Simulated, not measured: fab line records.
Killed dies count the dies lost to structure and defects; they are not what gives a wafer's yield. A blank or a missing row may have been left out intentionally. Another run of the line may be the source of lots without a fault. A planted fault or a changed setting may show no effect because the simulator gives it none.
Problem report, 8D (eight disciplines) form, completed by code | flow gf180mcu | the parts of the form that need people (team, actions taken, sign-off) are left out

== 1. WHAT WENT WRONG ==
Wafers free of any fault read 1197 ohm/sq (standard deviation 3.2) for LVPWELL_RS at GF_VT_IMPLANT_RS_MEAS_48, against a mean of 1161 ohm/sq on 6 wafers of 2 lots. That is -11 standard deviations from the usual mean.
The step: measures by four-point-probe.
Seen first at day 11 07:41 on film-metro-03, wafer L707.1. At this step, 42 wafers from 14 lots have a number in the record. Rule for "out" (also "out of limits"): further than 4 standard deviations from the usual mean. The rest of the wafers with a number are treated as sound.

== 2. WHAT IT IS, AND WHAT IT ISN'T ==
question                    | is                           | is not
which readings at this step | LVPWELL_RS                   | -
which lots                  | L707, L711                   | L694, L695, L696, L697, L700, L701, L703, L704, L713, L714, L715, L716
which wafers of those lots  | all that have a number       | -
read on which gauges        | film-metro-01, film-metro-03 | -
when                        | from day 11 07:41            | up to then (24 sound wafers); but 12 sound wafers of L713, L714, L715, L716 came after

== 3. WHAT RULES OUT EACH SUSPECT ==
Counting: a tool at a process step up to the reading stays a suspect if it ran every lot that is out and no sound lot after the first of them.
- the gauge at GF_VT_IMPLANT_RS_MEAS_48: ruled out. The wafers that are out were read on 2 gauges (film-metro-01, film-metro-03).
- implanter-03 at GF_LVPWELL_IMPLANT_08: kept. Every lot that is out went through it, starting with L707 (day 6 23:09), and after that it ran no sound lot; the last sound lot it ran before then is L701 (day 5 19:50). Its own beam-energy-keV readings are out on those wafers.
Left after counting: implanter-03 at GF_LVPWELL_IMPLANT_08.

== 4. THE CAUSE (what the simulator had put in) ==
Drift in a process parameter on implanter-03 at GF_LVPWELL_IMPLANT_08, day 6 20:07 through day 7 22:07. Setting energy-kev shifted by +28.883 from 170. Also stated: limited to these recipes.
This tool alone remained once counting was done.

== 5. THE CHAIN OF EFFECTS, in route order ==
One row per reading whose mean, taken over the struck wafers that have a number, lies over 3 standard deviations from the usual. Only readings whose record carries a usual standard deviation are examined. hours: median over the lots of the time between each lot's start at the first step of this table that gives one and its start at this step. sigmas: the change, counted in usual standard deviations.
hours | step                     | reading         | usual       | on struck wafers | change | sigmas
0     | GF_LVPWELL_IMPLANT_08    | beam-energy-keV | 169.99      | 198.88           | +28.88 | +99 or more
107   | GF_VT_IMPLANT_RS_MEAS_48 | LVPWELL_RS      | 1197 ohm/sq | 1161             | -36    | -11
The process steps in it:
- GF_LVPWELL_IMPLANT_08
Later measuring or inspecting steps at which every struck wafer that the step has a row for has a number for every such reading, and none has moved that far: GF_SALICIDE_RS_MEAS_04.

== 6. WHAT WOULD HAVE CAUGHT IT SOONER ==
108 hours passed between the start of the fault at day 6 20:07 and the first reading out of limits at a measuring or inspecting step in this record, taken at day 11 07:41.
The tool's own readings at GF_LVPWELL_IMPLANT_08 were out on every struck wafer that the step has a row for (beam-energy-keV): an alarm limit on them would have fired on the first of those.
Each of the lots that are out, 2 in all, had begun GF_LVPWELL_IMPLANT_08 on implanter-03 no later than day 11 07:41. Tool hold at that time: it would have spared none of them.
